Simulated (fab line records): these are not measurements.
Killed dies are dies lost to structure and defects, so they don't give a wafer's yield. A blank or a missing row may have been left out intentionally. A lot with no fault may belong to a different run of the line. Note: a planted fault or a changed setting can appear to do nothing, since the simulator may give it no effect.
fab line records    flow sky130    part 2 of 2: steps 27 to 37 of 37
record lots=5  wafers=15  lastDay=50
route steps=708 shown POLY_GATE@226 LDD_N@237 LDD_P@255
lots untouched by any fault: they come from a run of this same line in which no faults occurred
startH: the number of hours between the record's first day and the start of the first shown wafer of the lot    waitH: time in hours since the lot's previous step    " the same as in the row above    L1.1+2: several wafers, shown together as one row    - no value, or no start was given    * or withheld: withheld    < > ~ a bound
route shown NAME@n: NAME is a module with steps in the file, n the number in the route of the first one    usual: mean and standard deviation over wafers with no fault    same: alike in all rows    chamber/n: place in a boat    sites: per-site readings    _std_site: standard deviation across them    _edge_site: inner sites' mean taken away from outer sites' mean    radiusMm: for every site, how far away it sits from the centre of the wafer    mask NAME#n: copy n    behind: tool/chamber where the wafer was last shaped    hold: cause of the lot's hold/its duration in hours/its outcome    device: the n, p or np transistor that did not switch    end of line: tests of these same wafers at the route's end    for a step that has no rows: nothing shown but its recipe    killed: dies that structure and defects cost at the first sort, which is not the same as the wafer's yield    map: the dies of a wafer, with x for killed, . for not killed, _ for no die there
set.NAME: the setting as run; set.NAME@STEP: as run at that earlier step    model.NAME: the simulator's own value behind a step, which no gauge read
lots seen at some steps along the route; tables by step, rows by wafer
services: the hour from which a tool's chamber was out of use, counted from the record's first day as startH (under 0 if before that day), plus the number of hours and why
## steps
# step SKY_LDD_N_IMPLANT_15
# recipe species=BF2  energyKev=50  doseCm2=5e+12  tiltDeg=30  rotationDeg=270
# usual faradayCurrentUA=28.1/0.55
lot.wafer  tool          chamber  startH  waitH  faradayCurrentUA
L075.1     implanter-01  0        403.71  0.1    27.8
L075.3     "             0        "       "      27.6
L075.5     "             0        "       "      27.7
L076.3     implanter-03  0        415.01  0.1    29.2
L076.4     "             0        "       "      28.4
L076.5     "             0        "       "      27.2
L080.1     implanter-03  0        453.81  0.1    28.0
L080.5     "             0        "       "      29.0
L080.6     "             0        "       "      29.0
L081.2     implanter-03  0        477.63  0.1    27.8
L081.4     "             0        "       "      28.1
L081.5     "             0        "       "      28.2
L095.1     implanter-04  0        590.48  0.1    28.0
L095.4     "             0        "       "      28.3
L095.6     "             0        "       "      28.0
# step SKY_LDD_N_STRIP_16
# recipe chemistry=O2/N2  powerW=1400  pressureMtorr=1500  platenTempC=withheld  o2FlowSccm=3000  n2FlowSccm=300  overashFraction=0.5
# usual drypumpMotorCurrentA=5.8/0.36  oesProductAu=0.406/0.0046  stripTimeToEndpointS=4.314/0.015
# same overashFraction=0.5
lot.wafer  tool            chamber  startH  waitH  drypumpMotorCurrentA  oesProductAu  rfHoursCounterH  stripTimeToEndpointS
L075.1     plasmaAsher-02  1        403.86  0.1    6.1                   0.409         29               4.357
L075.3     "               1        "       "      6.1                   0.405         -                4.343
L075.5     "               1        "       "      6.1                   0.404         -                4.329
L076.3     plasmaAsher-01  1        415.14  0.1    5.5                   0.399         -                4.306
L076.4     "               0        "       "      6.2                   0.410         -                4.323
L076.5     "               0        "       "      6.2                   0.407         -                4.336
L080.1     plasmaAsher-02  0        453.96  0.1    5.8                   0.401         34               4.312
L080.5     "               0        "       "      5.8                   0.420         -                4.302
L080.6     "               1        "       "      6.1                   0.409         -                4.321
L081.2     plasmaAsher-02  0        477.76  0.1    5.8                   0.398         36               4.291
L081.4     "               0        "       "      5.8                   0.410         -                4.297
L081.5     "               0        "       "      5.8                   0.416         -                4.321
L095.1     plasmaAsher-01  1        590.63  0.1    5.6                   0.413         76               4.326
L095.4     "               0        "       "      6.2                   0.402         -                4.318
L095.6     "               1        "       "      5.6                   0.407         -                4.322
# step SKY_LDD_N_TW_MEAS_17
# usual LDD_N_TW=2574/18
lot.wafer  tool          chamber  startH  waitH  LDD_N_TW
L075.1     filmMetro-03  -        403.96  0.1    2531
L075.3     "             -        "       "      2536
L075.5     "             -        "       "      2537
L076.3     filmMetro-01  -        415.23  0.1    2548
L076.4     "             -        "       "      2552
L076.5     "             -        "       "      2539
L080.1     filmMetro-01  -        454.06  0.1    2583
L080.5     "             -        "       "      2564
L080.6     "             -        "       "      2581
L081.2     filmMetro-03  -        477.87  0.1    2589
L081.4     "             -        "       "      2593
L081.5     "             -        "       "      2568
L095.1     filmMetro-03  -        590.73  0.1    2597
L095.4     "             -        "       "      2589
L095.6     "             -        "       "      2582
# step SKY_LDD_P_DEHYDRATE_00
# recipe tempC=200  timeS=60
# usual plateTempC=199.97/0.18
lot.wafer  tool           chamber  startH  waitH  plateTempC
L075.1     lithoTrack-04  0        417.24  13.3   199.80
L075.3     "              0        "       "      199.79
L075.5     "              0        "       "      200.11
L076.3     lithoTrack-04  0        429.69  14.5   200.30
L076.4     "              0        "       "      200.38
L076.5     "              0        "       "      200.47
L080.1     lithoTrack-02  0        468.74  14.7   200.03
L080.5     "              0        "       "      200.37
L080.6     "              0        "       "      200.33
L081.2     lithoTrack-04  0        492.57  14.7   200.15
L081.4     "              0        "       "      199.88
L081.5     "              0        "       "      199.97
L095.1     lithoTrack-02  0        604.84  14.1   199.76
L095.4     "              0        "       "      199.68
L095.6     "              0        "       "      199.64
# step SKY_LDD_P_HMDS_01
# recipe primeTimeS=60  primeTempC=120
lot.wafer   tool           chamber  startH  waitH
L075.1+3+5  lithoTrack-04  0        417.39  0.1
L076.3+4+5  lithoTrack-04  0        429.84  0.1
L080.1+5+6  lithoTrack-02  0        468.89  0.1
L081.2+4+5  lithoTrack-04  0        492.72  0.1
L095.1+4+6  lithoTrack-02  0        604.99  0.1
# step SKY_LDD_P_COAT_02
# recipe resist=NOVOLAK  spinRpm=3000  resistThkNm=1140
lot.wafer   tool           chamber  startH  waitH
L075.1+3+5  lithoTrack-04  0        417.54  0.1
L076.3+4+5  lithoTrack-04  0        429.99  0.1
L080.1+5+6  lithoTrack-02  0        469.04  0.1
L081.2+4+5  lithoTrack-04  0        492.87  0.1
L095.1+4+6  lithoTrack-02  0        605.14  0.1
# step SKY_LDD_P_SOFTBAKE_03
# recipe tempC=90  timeS=60  resist=NOVOLAK
# usual plateTempC=89.98/0.12
lot.wafer  tool           chamber  startH  waitH  plateTempC
L075.1     lithoTrack-04  0        417.69  0.1    89.90
L075.3     "              0        "       "      89.96
L075.5     "              0        "       "      89.81
L076.3     lithoTrack-04  0        430.14  0.1    89.80
L076.4     "              0        "       "      89.91
L076.5     "              0        "       "      89.73
L080.1     lithoTrack-02  0        469.19  0.1    90.14
L080.5     "              0        "       "      90.03
L080.6     "              0        "       "      89.96
L081.2     lithoTrack-04  0        493.02  0.1    89.99
L081.4     "              0        "       "      89.99
L081.5     "              0        "       "      89.96
L095.1     lithoTrack-02  0        605.29  0.1    90.14
L095.4     "              0        "       "      89.97
L095.6     "              0        "       "      89.98
# step SKY_LDD_P_EXPOSE_04
# recipe maskId=PSDM  na=0.6  sourceShape=conventional  sigmaOuter=0.6  polarization=unpolarized  targetCdNm=380  doseMj=138
# usual focusOffsetNm=0.0/0.45
lot.wafer  tool             chamber  startH  waitH  mask    focusOffsetNm
L075.1     ilineStepper-01  0        -       -      PSDM#0  0.0
L075.3     "                0        "       "      PSDM#0  -0.7
L075.5     "                0        "       "      PSDM#0  0.5
L076.3     ilineStepper-01  0        -       -      PSDM#0  -0.6
L076.4     "                0        "       "      PSDM#0  -0.3
L076.5     "                0        "       "      PSDM#0  0.0
L080.1     ilineStepper-02  0        -       -      PSDM#0  -0.1
L080.5     "                0        "       "      PSDM#0  -0.8
L080.6     "                0        "       "      PSDM#0  0.7
L081.2     ilineStepper-02  0        -       -      PSDM#0  1.0
L081.4     "                0        "       "      PSDM#0  0.1
L081.5     "                0        "       "      PSDM#0  0.8
L095.1     ilineStepper-01  0        -       -      PSDM#0  -0.1
L095.4     "                0        "       "      PSDM#0  -0.1
L095.6     "                0        "       "      PSDM#0  0.3
# step SKY_LDD_P_PEB_05
# recipe tempC=withheld  timeS=*  resist=NOVOLAK
lot.wafer   tool           chamber  startH  waitH
L075.1+3+5  lithoTrack-01  0        -       -
L076.3+4+5  lithoTrack-01  0        -       -
L080.1+5+6  lithoTrack-01  0        -       -
L081.2+4+5  lithoTrack-01  0        -       -
L095.1+4+6  lithoTrack-02  0        -       -
# step SKY_LDD_P_DEVELOP_06
# recipe resist=NOVOLAK  developer=TMAH  developTimeS=60  devTempC=23
lot.wafer   tool           chamber  startH  waitH
L075.1+3+5  lithoTrack-01  0        433.10  0.1
L076.3+4+5  lithoTrack-01  0        446.00  0.1
L080.1+5+6  lithoTrack-01  0        484.00  0.1
L081.2+4+5  lithoTrack-01  0        508.83  0.1
L095.1+4+6  lithoTrack-02  0        619.14  0.1
# step SKY_LDD_P_CD_MEAS_07
# recipe targetCdNm=380
# usual cdNm=379.7/2.8
lot.wafer  tool      chamber  startH  waitH  cdNm
L075.1     cdSem-01  -        433.25  0.1    386.4
L075.3     "         -        "       "      382.1
L075.5     "         -        "       "      381.2
L076.3     cdSem-02  -        446.14  0.1    379.2
L076.4     "         -        "       "      381.8
L076.5     "         -        "       "      381.8
L080.1     cdSem-02  -        484.15  0.1    380.8
L080.5     "         -        "       "      378.4
L080.6     "         -        "       "      380.3
L081.2     cdSem-01  -        508.97  0.1    375.8
L081.4     "         -        "       "      377.2
L081.5     "         -        "       "      378.1
L095.1     cdSem-02  -        619.29  0.1    376.2
L095.4     "         -        "       "      377.1
L095.6     "         -        "       "      375.5
## services
tool             chamber  startH  hours  kind
furnace-02       -        347.67  4.6    pm
rieDiel-01       0        376.72  9.9    repair
implanter-04     -        382.41  1.9    repair
ilineStepper-02  -        404.45  15.9   repair
implanter-03     -        409.46  4.0    pm
implanter-04     -        416.25  11.3   repair
implanter-01     -        444.01  6.0    pm
ilineStepper-02  -        446.39  1.7    pm
furnace-02       -        467.64  6.8    repair
implanter-04     -        470.08  1.6    repair
rieDiel-01       0        477.66  2.9    repair
rieDiel-02       -        478.68  2.8    pm
implanter-03     -        493.01  23.5   repair
ilineStepper-01  -        500.47  1.7    pm
furnace-02       -        502.54  4.6    pm
implanter-04     -        510.79  1.9    repair
rieDiel-01       -        519.38  28.1   pm
implanter-04     -        529.70  10.4   repair
implanter-03     -        542.19  2.0    repair
rieDiel-02       -        557.79  0.4    repair
rieDiel-01       -        563.39  2.8    pm
implanter-01     -        579.22  4.1    pm
rieDiel-02       -        592.47  1.2    repair
implanter-01     -        616.98  1.4    repair
